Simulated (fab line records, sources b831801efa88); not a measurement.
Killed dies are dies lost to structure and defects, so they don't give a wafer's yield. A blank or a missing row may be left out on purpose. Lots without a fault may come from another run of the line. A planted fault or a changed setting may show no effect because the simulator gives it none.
Tool commonality check | flow gf180mcu | 14 lots, 42 wafers sampled

WHY IT WAS OPENED
At GF_HV_LDD_RS_MEAS_53 the reading HV_LDD_RS is flagged on 3 of 14 lots. Wafers without a fault read 418.0 ohm/sq, standard deviation 0.79.
Rule: a lot is flagged when every wafer of it that has a number lies more than 4 standard deviations from that mean, or none has a number. The other lots count as sound.

lot  | measured     | on            | HV_LDD_RS (ohm/sq), wafer by wafer | flag
L906 | day 12 11:34 | film_metro-02 | 418.2 417.0 417.6                  |
L908 | day 13 20:08 | film_metro-02 | 418.9 417.8 417.8                  |
L910 | day 14 07:58 | film_metro-03 | 417.3 417.6 417.2                  |
L911 | day 14 14:05 | film_metro-03 | 418.0 418.4 417.7                  |
L913 | day 15 06:18 | film_metro-03 | 417.3 417.3 417.4                  |
L912 | day 15 07:40 | film_metro-03 | 419.7 417.8 418.3                  |
L914 | day 15 12:33 | film_metro-03 | 417.8 418.5 417.7                  |
L917 | day 16 09:40 | film_metro-04 | 411.6 411.8 411.4                  | FLAGGED
L919 | day 17 07:29 | film_metro-03 | 412.9 412.6 412.7                  | FLAGGED
L920 | day 17 15:53 | film_metro-03 | 412.0 412.2 411.9                  | FLAGGED
L922 | day 18 05:46 | film_metro-03 | 418.5 418.6 418.6                  |
L926 | day 19 14:32 | film_metro-03 | 417.4 417.9 417.2                  |
L927 | day 19 20:34 | film_metro-04 | 417.9 418.8 419.7                  |
L928 | day 20 08:38 | film_metro-03 | 417.7 417.8 417.1                  |
The numbers of the flagged lots are 412.1 ohm/sq on average: -5.9 ohm/sq against the usual, or -7 standard deviations.

WHICH TOOL RAN EACH LOT
The record holds 1 process step before the reading, out of a route of 602 steps. In each cell: the tool, then ch and the chambers that the sampled wafers went through, then the start.
lot  | flag    | GF_HV_LDD_IMPLANT_36
L906 |         | implanter-01 ch 0, day 11 15:55
L908 |         | implanter-04 ch 0, day 13 00:03
L910 |         | implanter-01 ch 0, day 13 11:06
L911 |         | implanter-03 ch 0, day 13 16:34
L913 |         | implanter-03 ch 0, day 14 08:31
L912 |         | implanter-04 ch 0, day 14 10:00
L914 |         | implanter-01 ch 0, day 14 14:22
L917 | FLAGGED | implanter-04 ch 0, day 15 11:18
L919 | FLAGGED | implanter-04 ch 0, day 16 08:28
L920 | FLAGGED | implanter-04 ch 0, day 16 17:36
L922 |         | implanter-03 ch 0, day 17 06:37
L926 |         | implanter-03 ch 0, day 18 13:12
L927 |         | implanter-04 ch 0, day 18 19:44
L928 |         | implanter-03 ch 0, day 19 07:17
What these steps do:
- GF_HV_LDD_IMPLANT_36
- GF_HV_LDD_RS_MEAS_53: measures by four-point-probe.

FLAGGED OVER TOTAL, TOOL BY TOOL (the gauges that took the reading come last)
step                 | tool          | lots run | flagged | share of the flagged lots | sound lots run after its first flagged lot
GF_HV_LDD_IMPLANT_36 | implanter-01  | 3        | 0       | none                      | -
GF_HV_LDD_IMPLANT_36 | implanter-03  | 5        | 0       | none                      | -
GF_HV_LDD_IMPLANT_36 | implanter-04  | 6        | 3       | all                       | 1 (L927)
GF_HV_LDD_RS_MEAS_53 | film_metro-02 | 2        | 0       | none                      | -
GF_HV_LDD_RS_MEAS_53 | film_metro-03 | 10       | 2       | some                      | 3 (L922,L926,L928)
GF_HV_LDD_RS_MEAS_53 | film_metro-04 | 2        | 1       | some                      | 1 (L927)

WHAT THE TABLE ALLOWS
1 row of the table ran every flagged lot: implanter-04 at GF_HV_LDD_IMPLANT_36.
- implanter-04 at GF_HV_LDD_IMPLANT_36: 3 of its 6 lots flagged. Sound lots ran on it after the first flagged one (L927), which a lasting fault on the whole tool wouldn't allow. Its own readings lie more than 4 standard deviations out on every wafer of the flagged lots: beam_on_s, faraday_current_uA.
No row of the table ran every flagged lot and no sound lot after the first.

WHAT THE SIMULATOR HAD PUT IN
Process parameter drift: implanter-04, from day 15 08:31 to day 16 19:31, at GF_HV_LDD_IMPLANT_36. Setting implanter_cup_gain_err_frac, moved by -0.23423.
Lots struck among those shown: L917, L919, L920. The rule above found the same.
